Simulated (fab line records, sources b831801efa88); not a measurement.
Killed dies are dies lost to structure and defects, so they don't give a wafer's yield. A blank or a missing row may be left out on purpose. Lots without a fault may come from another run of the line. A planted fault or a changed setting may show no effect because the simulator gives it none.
Chamber matching | flow gf180mcu | GF_V1_CMP_26 on cmp-01: 4 sister chambers
The step polishes, stops on SiO2, t overpolish 15 s, target thk 0 nm. 14 wafers are shown with their chamber, then 7 later ones without.

WAFERS WITH THEIR CHAMBER
wafer  | chamber | time_to_endpoint_s (s) | motor_current_A (A) | overpolish_run_s (s)
L297.1 | 1       | 83                     | 11.5                | 14.991
L297.2 | 3       | 84                     | 12.1                | 14.995
L297.4 | 2       | 82                     | 11.0                | 15.009
L299.1 | 1       | 84                     | 11.7                | 14.993
L299.4 | 3       | 78                     | 11.5                | 14.990
L299.6 | 3       | 78                     | 11.7                | 14.995
L302.3 | 1       | 89                     | 11.7                | 14.997
L302.4 | 0       | 82                     | 10.9                | 15.010
L302.6 | 1       | 90                     | 11.5                | 15.007
L306.1 | 3       | 85                     | 12.0                | 14.994
L306.2 | 1       | 93                     | 11.7                | 14.985
L306.4 | 0       | 83                     | 10.9                | 15.002
L310.1 | 2       | 83                     | 11.7                | 14.991
L310.4 | 0       | 81                     | 11.6                | 15.007

SIGNATURES (means of the wafers above)
reading            | chamber 0 | chamber 1 | chamber 2 | chamber 3 | scatter within a chamber
time_to_endpoint_s | 82.00     | 87.80     | 82.50     | 81.25     | 3.41
motor_current_A    | 11.133    | 11.620    | 11.350    | 11.825    | 0.291
overpolish_run_s   | 15.00633  | 14.99460  | 15.00000  | 14.99350  | 0.00692
Rule: a wafer's distance from a chamber is the root of the sum, over the readings, of the square of ((its reading less the chamber's mean) divided by the reading's scatter). The wafer belongs to the nearest chamber; if the next one is less than 2 further off, it can't be placed. The scatter: the root of (the sum of the squares of (reading less its chamber's mean) over the shown wafers, divided by (wafers less chambers)).

WAFERS WITHOUT THEIR CHAMBER
wafer  | time_to_endpoint_s (s) | motor_current_A (A) | overpolish_run_s (s)
L310.5 | 81                     | 11.0                | 15.010
L317.1 | 78                     | 11.0                | 14.992
L317.2 | 78                     | 11.1                | 15.005
L317.4 | 80                     | 11.9                | 14.999
L318.1 | 79                     | 11.3                | 14.993
L318.2 | 78                     | 11.4                | 15.004
L318.3 | 85                     | 11.8                | 15.005

WHICH CHAMBER EACH WENT THROUGH
wafer  | from the rows above               | in truth
L310.5 | can't be placed: 0 or 2           | 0
L317.1 | can't be placed: 2 or 0 or 3 or 1 | 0
L317.2 | can't be placed: 0 or 2 or 3      | 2
L317.4 | can't be placed: 3 or 2 or 1 or 0 | 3
L318.1 | can't be placed: 2 or 3 or 0 or 1 | 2
L318.2 | can't be placed: 2 or 0 or 3 or 1 | 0
L318.3 | can't be placed: 1 or 2 or 3 or 0 | 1
Placed correctly: 0 of 7. Can't be placed from these rows: 7 (the true chamber is among the candidates in 7). Placed wrongly: 0.
